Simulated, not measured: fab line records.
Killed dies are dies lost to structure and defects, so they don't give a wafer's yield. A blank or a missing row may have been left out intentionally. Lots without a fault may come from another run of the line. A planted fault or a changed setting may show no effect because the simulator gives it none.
A lot that was struck, set against a sound lot ; flow sfq-line ; 17 out of 325 route steps
Sound: wafers L639.2, L639.4, L639.6. Wafers L642.4, L642.5, L642.6 were the ones struck. Last of all comes the cause.
At each step with rows: each side's tool, then ch and its chambers, then its first start. Under that, the readings that differ: sound wafers ; struck wafers ; difference of the means ; sigmas: that difference in standard deviations of wafers without a fault.
alike: a reading whose means differ by less than 2 such deviations, as well as words and numbers matching on both sides. not compared: withheld readings; readings where some wafer has no value; bounds like >300 that might hide an equal value; numbers whose values overlap and for which the record gives no deviation.
A row with sigmas, a row that says differs or no value, or rows on one side alone: a step with any of these is where the two part. Non-overlapping numbers with no deviation appear without sigmas and do not part them. Lack of a reading on every wafer of one side parts them only where that side has two or more wafers.

first, 4 steps without rows for these wafers: SFQ_TRILAYER_L0_LITHO_SOFTBAKE_009; SFQ_TRILAYER_L0_LITHO_EXPOSE_006 (exposes mask L0, target cd 2000 nm); SFQ_TRILAYER_L0_LITHO_PEB_008 (peb time 60 s); SFQ_TRILAYER_L0_LITHO_DEVELOP_007 (time 60 s).
SFQ_TRILAYER_L0_BARC_OPEN_METAL_ETCH_010: etches BARC in O2, target depth 125 nm, time 41.7 s.
  sound on rie-metal-01 ch 0,1, day 4 17:55; struck on rie-metal-01 ch 0,1, day 5 11:26
  alike: drypump-motor-current-A, he-backside-leak-sccm, oes-product-au
  not compared: rf-hours-counter-h
SFQ_TRILAYER_L0_ETCH_METAL_ETCH_008: etches MoNx KI in SF6/O2, stops on SiO2, target depth 50 nm, time 25 s.
  sound on rie-metal-01 ch 0,1, day 4 17:58; struck on rie-metal-01 ch 0,1, day 5 11:29
reading;sound;struck;difference;sigmas
oes-product-au (a.u.);0.878 0.882 0.884;0.867 0.870 0.862;-0.015;-2
  alike: drypump-motor-current-A, he-backside-leak-sccm
  not compared: rf-hours-counter-h
SFQ_TRILAYER_L0_STRIP_STRIP_009: strips in O2.
  sound on rie-metal-01 ch 0,1, day 4 18:01; struck on rie-metal-01 ch 0,1, day 5 11:43
  alike: drypump-motor-current-A, he-backside-leak-sccm, oes-product-au
  not compared: rf-hours-counter-h
then, 1 step without rows for these wafers: SFQ_TRILAYER_L0_STRIP_SOLV_CLEAN_010 (cleans in NMP, time 600 s).
SFQ_TRILAYER_L0_CAP_PECVD_011: deposits SiO2 from SiH4/N2O, time 13.333 s, target thk 60 nm.
  sound on pecvd-03 ch 0,1,2, day 4 18:47; struck on pecvd-03 ch 0,1,2, day 5 12:18
  alike: heater-power-outer-w, heater-power-w, throttle-valve-pct
then, 3 steps without rows for these wafers: SFQ_TRILAYER_L0_VIA_LITHO_COAT_018 (resist thk 62 nm); SFQ_TRILAYER_L0_VIA_LITHO_COAT_013 (resist thk 650 nm); SFQ_TRILAYER_L0_VIA_LITHO_SOFTBAKE_017.
-- the record jumps here: 4 days lie between the struck wafers' starts before and after --
SFQ_TRILAYER_L0_VIA_LITHO_EXPOSE_014: exposes mask L0V, target cd 700 nm.
  sound on krf-scanner-01 ch 0, day 7 20:33; struck on krf-scanner-01 ch 0, day 9 01:40
reading;sound;struck;difference;sigmas
model.L0V.overlay-x-nm (nm);2.881 2.881 2.881;78.81 78.81 78.81;+75.93;
  alike: mask, reticle-temp-C
then, 2 steps without rows for these wafers: SFQ_TRILAYER_L0_VIA_LITHO_PEB_016 (peb time 60 s); SFQ_TRILAYER_L0_VIA_LITHO_DEVELOP_015 (time 60 s).
SFQ_L0V_OVL_MEAS_903:
  sound: overlay-01 at day 7 21:51; struck: overlay-01 at day 9 02:35
reading;sound;struck;difference;sigmas
L0V_OVL (nm);5 2 4;74 77 75;+72;+17
SFQ_TRILAYER_L0_VIA_BARC_OPEN_VIA_ETCH_021: etches BARC in O2, target depth 125 nm, time 41.7 s.
  sound on rie-diel-01 ch 1,2, day 7 21:53; struck on rie-diel-04 ch 2,3, day 9 02:36
  alike: drypump-motor-current-A, oes-product-au
  not compared: rf-hours-counter-h

WHERE THEY PART
Earliest at SFQ_TRILAYER_L0_ETCH_METAL_ETCH_008; latest, in this record, at SFQ_L0V_OVL_MEAS_903. Later steps at which nothing parts them and some readings are alike: SFQ_TRILAYER_L0_VIA_BARC_OPEN_VIA_ETCH_021.

WHY: what had been put in by the simulator
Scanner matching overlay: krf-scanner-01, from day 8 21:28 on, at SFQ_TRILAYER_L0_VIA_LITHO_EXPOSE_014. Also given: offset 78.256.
